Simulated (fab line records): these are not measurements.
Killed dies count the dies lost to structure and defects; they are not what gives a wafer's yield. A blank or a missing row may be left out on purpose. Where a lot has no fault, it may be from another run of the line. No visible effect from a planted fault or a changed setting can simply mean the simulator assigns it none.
Struck lot and sound lot, side by side | flow sky130 | 32 steps out of a route of 708
Sound: these wafers, L800.1, L800.3, L800.6. Struck: wafer L791.1 (left out: L791.2, L791.5 of the same lot, which were not struck); the cause appears at the end.
For every step that has rows: the tool of each side, followed by ch and its chambers, followed by its first start. Under that, the readings that differ: sound wafers | struck wafers | difference of the means | sigmas: that difference in standard deviations of wafers without a fault.
alike: a reading whose means differ by less than 2 such deviations, as well as words and numbers matching on both sides. not compared: withheld readings; readings where some wafer has no value; bounds like >300 that might hide an equal value; numbers whose values overlap and for which the record gives no deviation.
Wherever a step has rows on one side only, a row that says differs or no value, or a row with sigmas, the two part there. Numbers that don't overlap but have no deviation are shown without sigmas and don't part them. A reading missing from all wafers of one side parts the sides only when that side holds two or more wafers.

first, 3 steps without rows for these wafers: SKY_VIA1_STRIP_17 (strips in post etch residue remover, time 1200 s); SKY_VIA1_CLEAN_18 (cleans in IPA, time 180 s); SKY_VIA1_CLEAN_19 (cleans in O3/DIW).
SKY_VIA1_SPUTTER_20: material TiN, target thk 20 nm, time 80 s.
  struck on pvd-sputter-01, day 37 07:28; sound on pvd-sputter-03, day 40 05:36
  alike: chamber-pressure-pa, throttle-valve-pct
SKY_VIA1_CVD_21: deposits W, target thk 270 nm, time 80.902 s.
  sound on cvd-w-02 ch 0,1, day 40 05:40; struck on cvd-w-01 ch 1, day 37 07:31
  alike: heater-power-w
  not compared: since-wet-clean-h
SKY_VIA1_RS_MEAS_22: measures by four-point-probe.
  struck on film-metro-01, day 37 07:37; sound on film-metro-01, day 40 05:45
  alike: VIA1_W_RS
SKY_VIA1_THK_MEAS_23: measures by xrf.
  struck on film-metro-01, day 37 07:44; sound on film-metro-01, day 40 05:52
  alike: VIA1_W_THK
then, 2 steps without rows for these wafers: SKY_VIA1_CMP_24 (polishes, stops on SiO2, t overpolish 15 s, target thk 0 nm); SKY_METAL2_SPUTTER_00 (material Ti, target thk 15 nm, time 10 s).
SKY_METAL2_SPUTTER_01: material TiN, target thk 20 nm, time 16.7 s.
  struck on pvd-sputter-02, day 37 08:07; sound on pvd-sputter-02, day 40 06:15
  alike: chamber-pressure-pa, throttle-valve-pct
then, 2 steps without rows for these wafers: SKY_METAL2_SPUTTER_02 (material AlCu, target thk 250 nm, time 13.3 s); SKY_METAL2_SPUTTER_03 (material Ti, target thk 5 nm, time 3.3 s).
SKY_METAL2_SPUTTER_04: material TiN, target thk 70 nm, time 58.3 s.
  struck on pvd-sputter-02, day 37 08:11; sound on pvd-sputter-02, day 40 06:19
  reading                                    | sound                | struck | difference | sigmas
  chamber-pressure-pa (Pa)                   | 0.4009 0.3998 0.3998 | 0.4887 | +0.0885    | +99 or more
  throttle-valve-pct (%)                     | 29.4 30.5 29.5       | 26.4   | -3.4       | -4
  model.TiN_of_METAL2_SPUTTER_04.thk-nm (nm) | 69.16 69.71 69.06    | 66.87  | -2.44      |
SKY_METAL2_RS_MEAS_05: measures by four-point-probe.
  struck on film-metro-04, day 37 08:14; sound on film-metro-01, day 40 06:22
  alike: METAL2_ALCU_RS
SKY_METAL2_THK_MEAS_06: measures by xrf.
  struck on film-metro-04, day 37 08:21; sound on film-metro-01, day 40 06:29
  alike: METAL2_ALCU_THK
then, 8 steps without rows for these wafers: SKY_METAL2_DEHYDRATE_07 (time 60 s); SKY_METAL2_HMDS_08 (prime time 60 s); SKY_METAL2_COAT_09 (resist thk 60 nm); SKY_METAL2_COAT_10 (resist thk 450 nm); SKY_METAL2_SOFTBAKE_11 (time 90 s); SKY_METAL2_EXPOSE_12 (exposes mask MM2, target cd 140 nm); SKY_METAL2_PEB_13; SKY_METAL2_DEVELOP_14 (develop time 60 s).
SKY_METAL2_CD_MEAS_15 targets a cd of 140 nm.
  struck on cd-sem-02, day 38 10:48; sound on cd-sem-02, day 41 06:07
  reading    | sound             | struck | difference | sigmas
  cd-nm (nm) | 136.8 137.7 139.5 | 141.0  | +3.0       | +2
SKY_METAL2_OVL_MEAS_16:
  struck on overlay-02, day 38 10:55; sound on overlay-01, day 41 06:14
  reading         | sound | struck | difference | sigmas
  METAL2_OVL (nm) | 3 8 3 | -6     | -11        | -2
SKY_METAL2_DESCUM_17: chemistry O2, time 8 s.
  sound on rie-metal-01 ch 1, day 41 06:16; struck on rie-metal-01 ch 1, day 38 10:58
  alike: drypump-motor-current-A, oes-product-au
  not compared: rf-hours-counter-h
SKY_METAL2_ETCH_18: etches BARC in N2/H2, stops on SiO2, time 45.9 s, target depth 60 nm.
  sound on rie-metal-01 ch 1, day 41 06:18; struck on rie-metal-01 ch 1, day 38 10:59
  reading               | sound             | struck | difference | sigmas
  oes-product-au (a.u.) | 0.847 0.850 0.854 | 0.862  | +0.012     | +2
  alike: drypump-motor-current-A, throttle-valve-pct
  not compared: rf-hours-counter-h
then, 2 steps without rows for these wafers: SKY_METAL2_METAL_ETCH_19 (etches the open film in Cl2/BCl3, stops on SiO2, target depth 360 nm, time 78 s); SKY_METAL2_STRIP_20 (strips in O2/N2).
SKY_METAL2_STRIP_21: strips in post etch residue remover, time 1200 s.
  sound on wet-bench-02 ch 3, day 41 06:34; struck on wet-bench-02 ch 3, day 38 11:14
  reading                                    | sound             | struck | difference | sigmas
  model.TiN_of_METAL2_SPUTTER_04.thk-nm (nm) | 68.74 69.29 68.65 | 66.45  | -2.44      |
then, 1 step without rows for these wafers: SKY_METAL2_CLEAN_22 (cleans in IPA, time 180 s).
-- the record jumps here: 10 days lie between the struck wafers' starts before and after (it left off in module METAL2 and takes up again in module PAD_OPEN, whose first step shown is number 708 of the route) --
SKY_PAD_OPEN_PROBE_99:
  record: rows for the struck wafers here (prober-01, day 48 16:19), none for the sound ones

## WHERE THEY PART
First at SKY_METAL2_SPUTTER_04; last, within this record, at SKY_PAD_OPEN_PROBE_99.

WHY: what had been put in by the simulator
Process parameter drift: pvd-sputter-02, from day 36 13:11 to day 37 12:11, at SKY_METAL2_SPUTTER_04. From 0.4, the setting chamber-pressure-pa moved by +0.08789. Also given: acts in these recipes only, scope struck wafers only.
